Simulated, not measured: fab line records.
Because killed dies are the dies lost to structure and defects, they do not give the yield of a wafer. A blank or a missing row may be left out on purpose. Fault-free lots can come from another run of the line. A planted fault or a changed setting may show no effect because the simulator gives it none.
A single fault, viewed from 2 desks | flow sky130 | every desk sees just its own numbers, and what lay behind them comes last

METROLOGY DESK
What the gauges read for every lot (on any tool): the sampled wafers with a number, averaged. The brackets show how far a lot's mean lies from the usual mean; more than 4 standard deviations puts the lot out of limits, marked OUT.
Columns: A = CAP2M_OVL at SKY_CAP2M_OVL_MEAS_12, usual 0.7 nm
lot  | first seen here | A
L328 | day 41 00:04    | -1.2
L329 | day 41 08:53    | 2.7
L330 | day 41 13:20    | 0.4
L331 | day 41 15:05    | -2.0
L332 | day 41 22:51    | 2.2
L333 | day 42 05:36    | 2.4
L335 | day 43 01:48    | 0.0
L336 | day 43 06:44    | 0.1
L337 | day 43 07:56    | 4.8
L344 | day 45 08:24    | 1.1
L348 | day 46 07:16    | 0.9
L349 | day 46 10:25    | 2.8
L350 | day 46 15:45    | -1.5
L351 | day 46 19:44    | -0.5
This desk found nothing out of limits on any of the 14 lots.

AT THE TOOL OWNER'S DESK: hdpcvd-02
The tool's own readings at SKY_VIA4_HDPCVD_00 (deposits SiO2, target thk 1750 nm, time 291.7 s): means of the sampled wafers that have a number, for each lot that ran on this tool. The brackets show how far a lot's mean lies from the usual mean; more than 4 standard deviations puts the lot out of limits, marked OUT.
Columns: A = run-length-s at SKY_VIA4_HDPCVD_00, usual 319.8 s
lot  | first seen here | A
L329 | day 42 10:55    | 319.9
L330 | day 42 14:39    | 319.7
L332 | day 43 00:19    | 319.4
L336 | day 44 07:16    | 315.1 (-13) OUT
L337 | day 44 08:47    | 316.7 (-8.3) OUT
L350 | day 47 14:02    | 319.5
L351 | day 47 16:44    | 319.5
This desk's verdict: out of limits on L336, L337, starting with L336 at day 44 07:16 (run-length-s at SKY_VIA4_HDPCVD_00). L329, L330, L332, L350, L351: within limits.

ALL TOGETHER
On L336, L337, at day 44 07:16, an alarm was possible from the tool owner's desk.
At the metrology desk, nothing out of limits was observed.
The metrology desk has L336, L337 on record, within its limits.
All the named lots went through SKY_VIA4_HDPCVD_00 on hdpcvd-02.

WHAT THE SIMULATOR HAD PUT IN
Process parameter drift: hdpcvd-02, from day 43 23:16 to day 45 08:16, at SKY_VIA4_HDPCVD_00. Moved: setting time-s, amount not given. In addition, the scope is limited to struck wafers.
Struck lots among those shown: L336, L337.
Delay in hours, fault start to first out-of-limits reading, by desk: the tool owner's desk at 8.
